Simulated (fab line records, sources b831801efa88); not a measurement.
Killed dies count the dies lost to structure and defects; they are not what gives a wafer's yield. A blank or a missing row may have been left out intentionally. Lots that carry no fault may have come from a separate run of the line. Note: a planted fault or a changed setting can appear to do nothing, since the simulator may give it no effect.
fab line records | flow sky130 | part 2 of 2: steps 43 to 43 of 43
record lots=7 | wafers=21 | lastDay=49
route steps=708 shown SONOS_ONO@176 GATE_OXIDE@187 POLY_GATE@204 RES_PROTECT@206 PAD_OPEN@708
lots that met no fault: taken from a fault-free run of the same line
startH: start of the lot's first displayed wafer, in hours after the record's first day | waitH: how many hours have passed since the lot's step before this one | " repeats the value in the row above | L1.1+2: several wafers, shown together as one row | - no value, or no start given | * or withheld: withheld | < > ~ a bound
route shown NAME@n: names a module that has steps shown in the file, with the first one's number in the route | usual: the fault-free wafers' mean and standard deviation | same: alike in all rows | chamber/n: place in a boat | sites: per-site readings | _std_site: standard deviation of those values | _edge_site: the outer-site mean with the inner-site mean subtracted | radiusMm: how far each site lies from the wafer's centre | mask NAME#n: copy n | behind: the last tool/chamber to shape the wafer | hold: why the lot went on hold/how many hours it stayed there/how the hold came to an end | device: the n, p or np transistor that did not switch | end of line: at the end of the route, the tests of the same wafers | a step given without rows: its recipe and nothing more | killed: not the wafer's yield, but the dies lost to structure and defects at the first sort | map: a wafer's dies, marking killed ones x, the rest . and places with no die _
set.NAME: the setting that was run; set.NAME@STEP: the one run at that earlier step | model.NAME: the simulator's own value behind a step, which no gauge read
certain route steps with their lots: each step a table, each wafer a row
services: when a tool's chamber went out of use (startH, in hours from the record's first day, below 0 if earlier), for how many hours, and the reason
## steps
# step SKY_PAD_OPEN_PROBE_99
# usual killed_at_M0_to_M3=43/7.1 | killed_at_M4_up=3.0/1.9 | killedAtContacts=24/5 | killedAtFrontEnd=15/4.3 | killedAtOther=0.3/0.5 | killedDies=85/9.6 | killedOpen=46/7.1 | killedShort=39/6.8
# same grossDies=492 | killedAtBackSide=0
lot.wafer | tool      | chamber | startH  | waitH | killed_at_M0_to_M3 | killed_at_M4_up | killedAtContacts | killedAtFrontEnd | killedAtOther | killedDies | killedOpen | killedShort | model.etest.capThickOxide.gateBvV | model.etest.diodeNwellSub.leakLog10ACm2 | model.etest.diodeDnwellSub.leakLog10ACm2 | model.etest.diodePwellDnwell.leakLog10ACm2 | model.etest.diodeNdiffPwellHv.leakLog10ACm2 | model.etest.diodePdiffNwellHv.leakLog10ACm2 | model.etest.diodeNdiffPwell.leakLog10ACm2 | model.etest.capThickOxide.gateLog10ACm2
L109.2    | prober-01 | -       | 1084.35 | 0.1   | 42                 | 5               | 11               | 18               | 0             | 76         | 36         | 40          | 15.8                              | -7.496                                  | -7.485                                   | -7.796                                     | -6.561                                      | -6.614                                      | -7.038                                    | -7.207
L109.4    | prober-01 | -       | 1084.45 | 0.2   | 56                 | 3               | 26               | 10               | 0             | 95         | 58         | 37          | 16.15                             | -7.457                                  | -7.408                                   | -7.587                                     | -6.957                                      | -6.827                                      | -7.262                                    | -7.283
L109.6    | prober-01 | -       | 1084.55 | 0.2   | 33                 | 2               | 24               | 20               | 0             | 79         | 44         | 35          | 16.17                             | -7.2                                    | -7.37                                    | -7.881                                     | -6.826                                      | -6.964                                      | -7.188                                    | -7.287
L108.1    | prober-02 | -       | 1094.67 | 0.1   | 41                 | 4               | 22               | 16               | 0             | 83         | 48         | 35          | 15.62                             | -7.092                                  | -7.278                                   | -7.435                                     | -6.478                                      | -6.783                                      | -7.156                                    | -7.082
L108.3    | prober-02 | -       | 1094.77 | 0.2   | 40                 | 4               | 21               | 14               | 1             | 80         | 41         | 39          | 16.04                             | -7.294                                  | -7.493                                   | -7.679                                     | -6.606                                      | -6.603                                      | -7.074                                    | -7.176
L108.6    | prober-02 | -       | 1094.92 | 0.2   | 39                 | 2               | 20               | 13               | 0             | 74         | 41         | 33          | 15.89                             | -7.325                                  | -7.087                                   | -7.76                                      | -6.451                                      | -6.717                                      | -7.272                                    | -7.089
L119.1    | prober-01 | -       | 1152.93 | 0.1   | 44                 | 3               | 28               | 22               | 1             | 98         | 50         | 48          | 16.16                             | -7.25                                   | -7.248                                   | -7.562                                     | -6.601                                      | -6.7                                        | -7.418                                    | -7.31
L119.3    | prober-01 | -       | 1153.03 | 0.2   | 38                 | 2               | 16               | 11               | 0             | 67         | 38         | 29          | 15.33                             | -7.382                                  | -7.4                                     | -7.863                                     | -6.717                                      | -6.637                                      | -7.315                                    | -6.869
L119.6    | prober-01 | -       | 1153.18 | 0.2   | 43                 | 3               | 25               | 16               | 0             | 87         | 46         | 41          | 15.76                             | -7.245                                  | -7.703                                   | -7.722                                     | -6.541                                      | -6.778                                      | -7.666                                    | -7.078
L120.1    | prober-02 | -       | 1154.68 | 0.1   | 54                 | 2               | 19               | 12               | 0             | 87         | 54         | 33          | 13.11                             | -6.293                                  | -6.338                                   | -6.76                                      | -6.127                                      | -6.184                                      | -7.037                                    | -6.559
L120.4    | prober-02 | -       | 1154.83 | 0.2   | 36                 | 3               | 25               | 16               | 0             | 80         | 48         | 32          | 13.27                             | -6.369                                  | -6.406                                   | -6.41                                      | -6.183                                      | -6.152                                      | -6.757                                    | -6.645
L120.6    | prober-02 | -       | 1154.93 | 0.2   | 50                 | 2               | 27               | 9                | 0             | 88         | 44         | 44          | 13.04                             | -5.975                                  | -6.433                                   | -6.674                                     | -6.219                                      | -6.476                                      | -6.938                                    | -6.534
L122.1    | prober-01 | -       | 1170.90 | 0.1   | 53                 | 5               | 15               | 16               | 1             | 90         | 43         | 47          | 15.77                             | -6.951                                  | -7.064                                   | -7.668                                     | -6.548                                      | -6.53                                       | -7.303                                    | -7.1
L122.4    | prober-01 | -       | 1171.05 | 0.2   | 37                 | 2               | 14               | 12               | 0             | 65         | 30         | 35          | 16.01                             | -7.224                                  | -7.505                                   | -7.654                                     | -6.792                                      | -6.608                                      | -7.518                                    | -7.441
L122.5    | prober-01 | -       | 1171.10 | 0.2   | 47                 | 1               | 20               | 19               | 0             | 87         | 57         | 30          | 15.55                             | -7.229                                  | -7.624                                   | -7.593                                     | -6.534                                      | -6.825                                      | -7.269                                    | -7.128
L121.1    | prober-01 | -       | 1172.49 | 0.1   | 41                 | 3               | 23               | 10               | 0             | 77         | 36         | 41          | 13.25                             | -6.13                                   | -6.091                                   | -6.684                                     | -6.467                                      | -6.059                                      | -6.962                                    | -6.575
L121.2    | prober-01 | -       | 1172.54 | 0.1   | 38                 | 3               | 25               | 14               | 1             | 81         | 33         | 48          | 13.47                             | -6.405                                  | -6.221                                   | -6.638                                     | -6.263                                      | -6.289                                      | -6.744                                    | -6.42
L121.3    | prober-01 | -       | 1172.59 | 0.2   | 44                 | 1               | 29               | 18               | 0             | 92         | 53         | 39          | 13.37                             | -6.576                                  | -6.267                                   | -6.659                                     | -6.257                                      | -6.162                                      | -7.064                                    | -6.365
L126.2    | prober-02 | -       | 1185.53 | 0.1   | 39                 | 2               | 17               | 18               | 0             | 76         | 48         | 28          | 13.39                             | -6.152                                  | -6.369                                   | -6.688                                     | -6.429                                      | -6.243                                      | -6.796                                    | -6.667
L126.3    | prober-02 | -       | 1185.58 | 0.2   | 43                 | 8               | 23               | 7                | 0             | 81         | 39         | 42          | 12.98                             | -6.682                                  | -6.419                                   | -6.526                                     | -6.203                                      | -6.548                                      | -6.837                                    | -6.388
L126.4    | prober-02 | -       | 1185.63 | 0.2   | 32                 | 4               | 23               | 15               | 0             | 74         | 40         | 34          | 13.07                             | -6.76                                   | -6.383                                   | -6.716                                     | -6.279                                      | -6.287                                      | -7.124                                    | -6.694
# killed by level:class
L109.2 VIA1:geometricParticle:open=11 FIELD_ISO:geometricParticle:short=6 FIELD_ISO:geometricParticle:open=5 VIA1:geometricParticle:short=5 METAL1:geometricParticle:short=5 VIA2:geometricParticle:open=5 VIA2:geometricParticle:short=5 LOCAL_INTERCONNECT:geometricParticle:short=4
L109.4 VIA1:geometricParticle:open=14 CONTACT:geometricParticle:open=9 METAL1:geometricParticle:short=8 LI_CONTACT:geometricParticle:open=7 VIA3:geometricParticle:open=7 VIA2:geometricParticle:open=6 METAL2:geometricParticle:open=5 METAL3:geometricParticle:short=5
L109.6 CONTACT:geometricParticle:open=9 VIA1:geometricParticle:open=8 LI_CONTACT:geometricParticle:open=7 POLY_GATE:geometricParticle:open=6 FIELD_ISO:geometricParticle:open=5 CONTACT:geometricParticle:short=5 FIELD_ISO:geometricParticle:short=4 METAL1:geometricParticle:short=4
L108.1 LI_CONTACT:geometricParticle:open=9 VIA1:geometricParticle:open=8 CONTACT:geometricParticle:open=8 VIA2:geometricParticle:open=7 VIA1:geometricParticle:short=5 FIELD_ISO:geometricParticle:short=4 POLY_GATE:geometricParticle:open=4 LOCAL_INTERCONNECT:geometricParticle:short=4
L108.3 VIA1:geometricParticle:open=16 CONTACT:geometricParticle:open=7 LOCAL_INTERCONNECT:geometricParticle:short=5 FIELD_ISO:geometricParticle:short=4 LI_CONTACT:geometricParticle:short=4 METAL4:geometricParticle:short=4 VIA3:geometricParticle:open=4 METAL2:geometricParticle:short=4
L108.6 LI_CONTACT:geometricParticle:open=10 METAL1:geometricParticle:short=8 VIA3:geometricParticle:open=7 FIELD_ISO:geometricParticle:open=5 CONTACT:geometricParticle:open=5 FIELD_ISO:geometricParticle:short=4 VIA1:geometricParticle:short=4 METAL2:geometricParticle:short=4
L119.1 CONTACT:geometricParticle:open=12 FIELD_ISO:geometricParticle:short=8 VIA2:geometricParticle:open=7 VIA1:geometricParticle:open=7 LI_CONTACT:geometricParticle:open=7 VIA1:geometricParticle:short=7 VIA3:geometricParticle:short=7 CONTACT:geometricParticle:short=5
L119.3 VIA1:geometricParticle:open=8 LI_CONTACT:geometricParticle:open=5 CONTACT:geometricParticle:open=5 VIA1:geometricParticle:short=5 METAL2:geometricParticle:short=5 VIA2:geometricParticle:open=5 VIA3:geometricParticle:open=5 FIELD_ISO:geometricParticle:open=4
L119.6 VIA3:geometricParticle:open=10 VIA1:geometricParticle:open=9 CONTACT:geometricParticle:open=7 LI_CONTACT:geometricParticle:open=7 CONTACT:geometricParticle:short=7 VIA1:geometricParticle:short=7 FIELD_ISO:geometricParticle:short=5 METAL1:geometricParticle:short=5
L120.1 VIA1:geometricParticle:open=17 CONTACT:geometricParticle:open=9 VIA3:geometricParticle:open=7 VIA2:geometricParticle:open=7 VIA1:geometricParticle:short=6 POLY_GATE:geometricParticle:open=5 POLY_GATE:geometricParticle:short=4 VIA2:geometricParticle:short=4
L120.4 VIA1:geometricParticle:open=12 CONTACT:geometricParticle:open=10 POLY_GATE:geometricParticle:open=5 LI_CONTACT:geometricParticle:open=5 LOCAL_INTERCONNECT:geometricParticle:short=5 VIA2:geometricParticle:open=5 METAL3:geometricParticle:short=5 METAL2:geometricParticle:short=4
L120.6 VIA1:geometricParticle:open=10 METAL1:geometricParticle:short=8 LI_CONTACT:geometricParticle:open=7 CONTACT:geometricParticle:short=7 METAL2:geometricParticle:short=7 CONTACT:geometricParticle:open=6 LOCAL_INTERCONNECT:geometricParticle:short=5 METAL2:geometricParticle:open=5
L122.1 VIA1:geometricParticle:open=13 METAL1:geometricParticle:short=9 CONTACT:geometricParticle:open=8 VIA1:geometricParticle:short=7 VIA2:geometricParticle:open=6 VIA3:geometricParticle:short=6 POLY_GATE:geometricParticle:short=5 LOCAL_INTERCONNECT:geometricParticle:short=5
L122.4 VIA1:geometricParticle:open=9 FIELD_ISO:geometricParticle:short=5 METAL2:geometricParticle:short=5 VIA1:geometricParticle:short=5 CONTACT:geometricParticle:open=4 METAL1:geometricParticle:open=4 LI_CONTACT:geometricParticle:open=3 CONTACT:geometricParticle:short=3
L122.5 VIA1:geometricParticle:open=15 CONTACT:geometricParticle:open=10 POLY_GATE:geometricParticle:open=9 METAL1:geometricParticle:short=8 VIA2:geometricParticle:open=8 VIA1:geometricParticle:short=6 FIELD_ISO:geometricParticle:open=5 VIA3:geometricParticle:open=5
L121.1 VIA1:geometricParticle:open=9 LI_CONTACT:geometricParticle:open=7 CONTACT:geometricParticle:open=6 VIA1:geometricParticle:short=6 METAL2:geometricParticle:short=6 METAL1:geometricParticle:short=5 CONTACT:geometricParticle:short=4 VIA2:geometricParticle:open=4
L121.2 CONTACT:geometricParticle:open=7 METAL1:geometricParticle:short=6 VIA2:geometricParticle:open=6 LI_CONTACT:geometricParticle:open=5 VIA1:geometricParticle:short=5 VIA1:geometricParticle:open=5 POLY_GATE:geometricParticle:short=4 LI_CONTACT:geometricParticle:short=4
L121.3 VIA1:geometricParticle:open=12 CONTACT:geometricParticle:open=11 LI_CONTACT:geometricParticle:open=8 VIA2:geometricParticle:open=7 POLY_GATE:geometricParticle:short=6 METAL2:geometricParticle:short=6 FIELD_ISO:geometricParticle:short=5 POLY_GATE:geometricParticle:open=5
L126.2 VIA1:geometricParticle:open=12 CONTACT:geometricParticle:open=9 METAL1:geometricParticle:short=7 VIA3:geometricParticle:open=6 FIELD_ISO:geometricParticle:short=4 POLY_GATE:geometricParticle:open=4 POLY_GATE:geometricParticle:short=4 LI_CONTACT:geometricParticle:open=4
L126.3 VIA2:geometricParticle:open=9 VIA1:geometricParticle:open=7 METAL2:geometricParticle:short=6 METAL4:geometricParticle:short=6 LI_CONTACT:geometricParticle:open=5 CONTACT:geometricParticle:short=5 CONTACT:geometricParticle:open=5 VIA2:geometricParticle:short=5
L126.4 CONTACT:geometricParticle:open=8 VIA1:geometricParticle:open=8 FIELD_ISO:geometricParticle:short=6 CONTACT:geometricParticle:short=6 VIA3:geometricParticle:open=6 LI_CONTACT:geometricParticle:open=5 VIA1:geometricParticle:short=5 FIELD_ISO:geometricParticle:open=4
## services
tool           | chamber | startH | hours | kind
furnace-01     | -       | 274.81 | 2.7   | pm
furnace-02     | -       | 277.24 | 3.5   | pm
rieDiel-04     | -       | 292.06 | 0.7   | repair
furnace-01     | -       | 292.91 | 3.3   | pm
rieDiel-04     | -       | 298.87 | 2.8   | pm
rieDiel-01     | 0       | 299.32 | 4.2   | repair
plasmaAsher-01 | -       | 321.18 | 0.5   | repair
plasmaAsher-04 | -       | 331.88 | 2.0   | repair
plasmaAsher-04 | -       | 339.27 | 4.0   | repair
rieDiel-03     | 1       | 343.38 | 2.2   | repair
rieDiel-01     | -       | 345.49 | 1.6   | repair
plasmaAsher-04 | -       | 346.81 | 2.8   | pm
rieDiel-03     | 0       | 364.80 | 7.5   | repair
plasmaAsher-03 | -       | 367.90 | 11.1  | repair
rieDiel-01     | 3       | 374.34 | 7.1   | repair
plasmaAsher-03 | -       | 408.41 | 2.9   | repair
furnace-02     | -       | 414.31 | 24.8  | pm
plasmaAsher-02 | -       | 421.33 | 9.0   | pm
furnace-02     | -       | 439.09 | 3.0   | pm
furnace-02     | -       | 451.07 | 3.6   | pm
plasmaAsher-01 | -       | 452.02 | 1.7   | repair
rieDiel-04     | -       | 466.02 | 0.3   | repair
rieDiel-03     | 0       | 467.12 | 6.4   | repair
plasmaAsher-02 | -       | 470.03 | 14.6  | pm
## key
firstSign none at tools or gauges
modelEffect step=SKY_PAD_OPEN_PROBE_99 | value=etest.capThickOxide.gateBvV | without=15.52 | struck=13.22
metAt SKY_GATE_OXIDE_OXIDATION_01
struckWafers L120.1,L120.4,L120.6,L121.1,L121.2,L121.3,L126.2,L126.3,L126.4
testerLeftOut L120,L121,L126
onsetBetween 392.03 396.83
alsoFits SKY_GATE_OXIDE_STRIP_13:plasmaAsher-01
fault kind=metallicContaminationSource | tool=furnace-02 | chamber=- | onsetH=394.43 | steps=SKY_GATE_OXIDE_OXIDATION_01 | rateCm2PerVisit=8.1416e+11 | species=metalFeCm2
# testerLeftOut: of these lots the tester's yield and bins aren't shown, on N5 and GAA mostly nor the transistor test; their killed dies are dies lost to structure and defects alone, not to doping, threshold or leakage, so they don't give the yield
